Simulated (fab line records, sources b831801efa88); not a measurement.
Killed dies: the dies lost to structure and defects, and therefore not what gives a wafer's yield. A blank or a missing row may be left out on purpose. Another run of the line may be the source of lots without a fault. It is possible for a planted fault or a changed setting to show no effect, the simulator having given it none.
A struck lot beside a sound one -- flow gf180mcu -- 14 out of 602 route steps
Sound: the wafers L546.1, L546.2, L546.6. Wafers L566.1, L566.3, L566.6 were the ones struck. At the end, the cause is stated.
Per side, at each step with rows, come the tool, then ch with its chambers, and then its first start. Under that, the readings that differ: sound wafers -- struck wafers -- difference of the means -- sigmas: that difference in standard deviations of wafers without a fault.
alike: same words and numbers on both sides, and readings whose means sit less than 2 such deviations apart. not compared: any withheld reading, any reading some wafer has no value for, any bound like >300 that may hide the same value, and any number with overlapping values for which the record gives no deviation.
A row with sigmas, a row that says differs or no value, or rows on one side alone: a step with any of these is where the two part. When numbers do not overlap yet have no deviation, they are printed without sigmas and do not part them. A reading missing from all wafers of one side parts the sides only when that side holds two or more wafers.

first, 4 steps without rows for these wafers: GF_VT_IMPLANT_SOFTBAKE_14 (time 60 s); GF_VT_IMPLANT_EXPOSE_15 (exposes mask Nwell LV AREA, target cd 860 nm); GF_VT_IMPLANT_PEB_16; GF_VT_IMPLANT_DEVELOP_17 (develop time 60 s).
GF_VT_IMPLANT_OVL_MEAS_18:
  sound on overlay-01 at day 6 04:34; struck on overlay-01 at day 11 09:43
  alike: VT_IMPLANT_01_OVL
next, for these wafers, 1 step has no rows: GF_VT_IMPLANT_IMPLANT_19.
GF_VT_IMPLANT_STRIP_20: strips in O2/N2.
  sound on plasma asher-03 ch 0,1, day 6 04:45; struck on plasma asher-03 ch 0,1, day 11 09:55
reading,sound,struck,difference,sigmas
oes product au (a.u.),0.702 0.720 0.712,0.718 0.723 0.722,+0.010,+2
  alike: drypump motor current A, heater power w, platen temp c, strip time to endpoint s
  not compared: rf hours counter h
GF_VT_IMPLANT_TW_MEAS_21:
  sound on film metro-03 at day 6 04:51; struck on film metro-02 at day 11 10:01
  alike: VT_IMPLANT_2_TW
then, 4 steps without rows for these wafers: GF_VT_IMPLANT_DEHYDRATE_22 (time 60 s); GF_VT_IMPLANT_HMDS_23 (prime time 60 s); GF_VT_IMPLANT_COAT_24 (resist thk 1000 nm); GF_VT_IMPLANT_SOFTBAKE_25 (time 60 s).
GF_VT_IMPLANT_EXPOSE_26: exposes mask LVPWELL HV AREA, target cd 860 nm.
  sound on iline stepper-02 ch 0, day 6 13:02; struck on iline stepper-02, day 11 19:17
  no value came back on the struck wafers for exposure dose mJ cm2, focus offset nm (nm); on the sound wafers exposure dose mJ cm2 reads 140.09 140.13 140.24
  alike: mask
next, for these wafers, 1 step has no rows: GF_VT_IMPLANT_PEB_27.

WHERE THEY PART
Earliest at GF_VT_IMPLANT_STRIP_20; latest, in this record, at GF_VT_IMPLANT_EXPOSE_26.

WHY: what had been put in by the simulator
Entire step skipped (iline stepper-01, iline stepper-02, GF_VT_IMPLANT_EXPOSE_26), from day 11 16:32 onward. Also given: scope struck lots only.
